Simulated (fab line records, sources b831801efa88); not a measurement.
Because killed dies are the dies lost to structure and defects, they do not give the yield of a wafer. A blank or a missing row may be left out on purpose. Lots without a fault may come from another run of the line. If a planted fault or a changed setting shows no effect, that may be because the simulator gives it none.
One fault through the eyes of 2 desks    flow sky130    every desk sees just its own numbers, and what lay behind them comes last

## FROM THE METROLOGY DESK
What the gauges read for every lot (on any tool): the sampled wafers with a number, averaged. If a lot's mean is further than 4 standard deviations from the usual mean, the lot is out of limits and carries the mark OUT (the distance appears in the brackets).
Columns: A = DNWELL_TW at SKY_DNWELL_TW_MEAS_09, usual 1110; B = cd-nm at SKY_VT_ADJUST_NCORE_CD_MEAS_07, usual 379 nm; C = VT_ADJUST_HVTR_TW at SKY_VT_ADJUST_HVTR_TW_MEAS_11, usual 210.8; D = VT_ADJUST_PCH_TW at SKY_VT_ADJUST_PCH_TW_MEAS_10, usual 142.0; E = LDD_P_OVL at SKY_LDD_P_OVL_MEAS_08, usual 1.2 nm; F = POLY_CUT_OVL at SKY_POLY_CUT_OVL_MEAS_09, usual -5 nm
lot   first seen here  A     B    C                D                E     F
L723  day 3 11:14      1098  378  212.9            142.5            3.2   -9
L724  day 3 17:50      1125  381  211.3            143.5            1.4   -6
L726  day 4 01:58      1129  384  209.0            140.5            0.6   -1
L727  day 4 06:11      1097  381  209.2            140.7            0.9   -2
L731  day 5 08:17      1103  381  211.9            143.2            -0.1  -5
L737  day 6 16:23      1119  -    264.6 (+23) OUT  231.4 (+64) OUT  -0.2  -5
L738  day 6 21:50      1130  -    266.5 (+24) OUT  232.6 (+65) OUT  1.7   -8
L739  day 7 01:46      1119  -    264.6 (+23) OUT  231.6 (+64) OUT  1.1   -6
L742  day 7 16:30      1096  376  212.6            140.3            1.7   -9
L743  day 8 00:38      1089  382  212.1            142.7            0.7   -7
L744  day 8 05:14      1098  374  212.7            141.8            2.2   -5
L745  day 8 09:26      1090  376  207.4            143.1            1.5   -5
This desk reports L737, L738, L739 out of limits; the earliest was L737 at day 14 05:14 (VT_ADJUST_HVTR_TW at SKY_VT_ADJUST_HVTR_TW_MEAS_11). L723, L724, L726, L727, L731, L742, L743, L744, L745: within limits.

## DESK OF THE TOOL OWNER: litho-track-01
The tool's own readings at SKY_VT_ADJUST_NCORE_COAT_02 (resist thk 1140 nm): means of the sampled wafers that have a number, for each lot that ran on this tool. If a lot's mean is further than 4 standard deviations from the usual mean, the lot is out of limits and carries the mark OUT (the distance appears in the brackets).
Columns: A = chill-plate-temp-C at SKY_VT_ADJUST_NCORE_COAT_02, usual 22.99 C; B = dispense-pressure-kPa at SKY_VT_ADJUST_NCORE_COAT_02, usual 47.0 kPa; C = resist-line-temp-C at SKY_VT_ADJUST_NCORE_COAT_02, usual 22.98 C
lot   first seen here  A      B     C
L727  day 9 08:14      22.98  49.3  22.85
L726  day 9 11:40      22.99  49.3  23.15
L742  day 13 21:55     23.00  49.3  23.03
This desk's finding: nothing out of limits on any of the 3 lots.

## TAKEN TOGETHER
An alarm was possible from the metrology desk at day 14 05:14, on L737, L738, L739.
The tool owner's desk saw nothing out of limits.
The tool owner's desk has no number on record for L737, L738, L739.
On litho-track-01, each named lot ran SKY_VT_ADJUST_NCORE_COAT_02.

## WHAT THE SIMULATOR HAD INSERTED
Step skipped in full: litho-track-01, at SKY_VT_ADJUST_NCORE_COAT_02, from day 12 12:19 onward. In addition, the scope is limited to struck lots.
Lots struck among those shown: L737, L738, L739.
Time in hours between the start of the fault and the first out-of-limits reading at each desk: metrology desk, 41.
